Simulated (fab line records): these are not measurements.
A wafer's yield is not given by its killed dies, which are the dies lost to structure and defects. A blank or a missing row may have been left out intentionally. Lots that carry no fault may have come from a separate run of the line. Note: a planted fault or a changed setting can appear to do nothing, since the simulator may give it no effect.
Struck lot and sound lot, side by side	flow gf180mcu	44 steps out of a route of 602
Sound: the wafers L623.2, L623.5, L623.6. Struck: wafers L634.1, L634.2 (left out: L634.6, a lot-mate that was not struck); the cause follows at the end.
Order at every step that has rows: each side's tool, ch and its chambers, its first start. Under that, the readings that differ: sound wafers	struck wafers	difference of the means	sigmas: that difference in standard deviations of wafers without a fault.
alike: words and numbers the same on both sides, and readings whose means are apart by under 2 such deviations; not compared: readings that were withheld, readings missing a value for some wafer, numbers with overlapping values and no deviation given by the record, and bounds like >300 which may hide the same value.
Wherever a step has rows on one side only, a row that says differs or no value, or a row with sigmas, the two part there. Numbers that don't overlap but have no deviation are shown without sigmas and don't part them. A reading that every wafer of one side lacks parts them only if that side has two wafers or more.

first, 3 steps without rows for these wafers: GF_V2_STRIP_19 (strips in post etch residue remover, time 1200 s); GF_V2_CLEAN_20 (cleans in DIW); GF_V2_SPUTTER_21 (material Ti, target thk 15 nm, time 80.02 s).
GF_V2_SPUTTER_22: material TiN, target thk 10 nm, time 40 s.
  sound: pvdSputter-04 at day 20 18:07; struck: pvdSputter-04 at day 25 01:07
  alike: throttleValvePct
then, 1 step without rows for these wafers: GF_V2_CVD_23 (deposits W, target thk 350 nm, time 104.94 s).
GF_V2_RS_MEAS_24: a four-point-probe measurement.
  sound: filmMetro-01 at day 20 18:17; struck: filmMetro-04 at day 25 01:16
  alike: V2_W_RS
GF_V2_THK_MEAS_25: measures by xrf.
  sound: filmMetro-01 at day 20 18:24; struck: filmMetro-04 at day 25 01:23
  alike: V2_W_THK
GF_V2_CMP_26: polishes, stops on SiO2, t overpolish 15 s, target thk 0 nm.
  sound on cmp-01 ch 0,1, day 20 18:27; struck on cmp-02 ch 2,3, day 25 01:30
  alike: motorCurrentA, overpolishRunS, platenRpm, timeToEndpointS
then, 3 steps without rows for these wafers: GF_M3_SPUTTER_00 (material Ti, target thk 37.5 nm, time 150 s); GF_M3_SPUTTER_01 (material TiN, target thk 30 nm, time 25 s); GF_M3_SPUTTER_02 (material AlCu, target thk 450 nm, time 23.9 s).
GF_M3_SPUTTER_03: material Ti, target thk 10 nm, time 6.7 s.
  sound: pvdSputter-02 at day 20 18:55; struck: pvdSputter-02 at day 25 01:58
  alike: throttleValvePct
GF_M3_SPUTTER_04: material TiN, target thk 50 nm, time 41.7 s.
  sound: pvdSputter-02 at day 20 18:56; struck: pvdSputter-02 at day 25 01:59
reading	sound	struck	difference	sigmas
model.TiN_of_M3_SPUTTER_04.thkNm (nm)	50.1 50.17 49.89	49.14 48.96	-1.00	
  alike: throttleValvePct
GF_M3_RS_MEAS_05: a four-point-probe measurement.
  sound: filmMetro-03 at day 20 18:59; struck: filmMetro-03 at day 25 02:01
  alike: M3_ALCU_RS
GF_M3_THK_MEAS_06: measures by xrf.
  sound: filmMetro-03 at day 20 19:06; struck: filmMetro-03 at day 25 02:08
  alike: M3_ALCU_THK
then, 7 steps without rows for these wafers: GF_M3_DEHYDRATE_07 (time 60 s); GF_M3_HMDS_08 (prime time 60 s); GF_M3_COAT_09 (resist thk 1000 nm); GF_M3_SOFTBAKE_10 (time 60 s); GF_M3_EXPOSE_11 (exposes mask Metal3, target cd 280 nm); GF_M3_PEB_12 (peb time 90 s); GF_M3_DEVELOP_13 (develop time 60 s).
GF_M3_CD_MEAS_14: the cd target is 280 nm.
  sound: cdSem-01 at day 21 19:28; struck: cdSem-01 at day 25 23:57
  alike: cdNm
GF_M3_OVL_MEAS_15:
  sound: overlay-02 at day 21 19:34; struck: overlay-02 at day 26 00:04
  alike: M3_OVL
GF_M3_METAL_ETCH_16: etches the open film in Cl2/BCl3, stops on SiO2, target depth 627.5 nm, time 104.6 s.
  sound on rieMetal-04 ch 0,1, day 21 19:36; struck on rieMetal-01 ch 0,1, day 26 00:07
reading	sound	struck	difference	sigmas
throttleValvePct (%)	28.241 28.245 28.251	28.281 28.258	+0.024	+2
  alike: drypumpMotorCurrentA, heBacksideLeakSccm, oesProductAu
  not compared: rfHoursCounterH
then, 4 steps without rows for these wafers: GF_M3_STRIP_17 (strips in O2/N2); GF_M3_STRIP_18 (strips in post etch residue remover, time 1200 s); GF_M3_CLEAN_19 (cleans in DIW); GF_V3_CVD_00 (deposits SiO2, target thk 600 nm, time 100 s).
GF_V3_THK_MEAS_01:
  sound: filmMetro-04 at day 21 20:22; struck: filmMetro-01 at day 26 00:52
  alike: V3_CVD_00_THK
GF_V3_CVD_02: deposits SiO2 from TEOS, target thk 850 nm, time 94.851 s.
  sound on pecvd-04 ch 0,2, day 21 20:25; struck on pecvd-03 ch 1,2, day 26 00:56
  alike: heaterPowerW, susceptorTempC
GF_V3_THK_MEAS_03:
  sound: filmMetro-04 at day 21 20:29; struck: filmMetro-02 at day 26 01:00
  alike: V3_CVD_02_THK
then, 1 step without rows for these wafers: GF_V3_CMP_04 (polishes SiO2).
GF_V3_BOW_MEAS_05:
  sound: filmMetro-02 at day 21 20:52; struck: filmMetro-01 at day 26 01:22
  alike: V3_BOW
then, 8 steps without rows for these wafers: GF_V3_DEHYDRATE_06 (time 60 s); GF_V3_HMDS_07 (prime time 60 s); GF_V3_COAT_08; GF_V3_COAT_09 (resist thk 1000 nm); GF_V3_SOFTBAKE_10 (time 60 s); GF_V3_EXPOSE_11 (exposes mask Via3, target cd 260 nm); GF_V3_PEB_12 (peb time 90 s); GF_V3_DEVELOP_13 (develop time 60 s).
GF_V3_STRIP_19: strips in post etch residue remover, time 1200 s.
  sound on wetBench-03 ch 3, day 22 21:38; struck on wetBench-01 ch 0, day 26 22:22
reading	sound	struck	difference	sigmas
model.TiN_of_M3_SPUTTER_04.thkNm (nm)	49.26 49.34 49.05	48.31 48.13	-1.00	
GF_PASSIVATION_PROBE_99:
  sound wafers here have rows in the record (prober-02, day 29 12:17); struck ones have none

WHERE THEY PART
At GF_M3_METAL_ETCH_16 first; at GF_PASSIVATION_PROBE_99 last (within this record only).

WHY: the cause the simulator had injected
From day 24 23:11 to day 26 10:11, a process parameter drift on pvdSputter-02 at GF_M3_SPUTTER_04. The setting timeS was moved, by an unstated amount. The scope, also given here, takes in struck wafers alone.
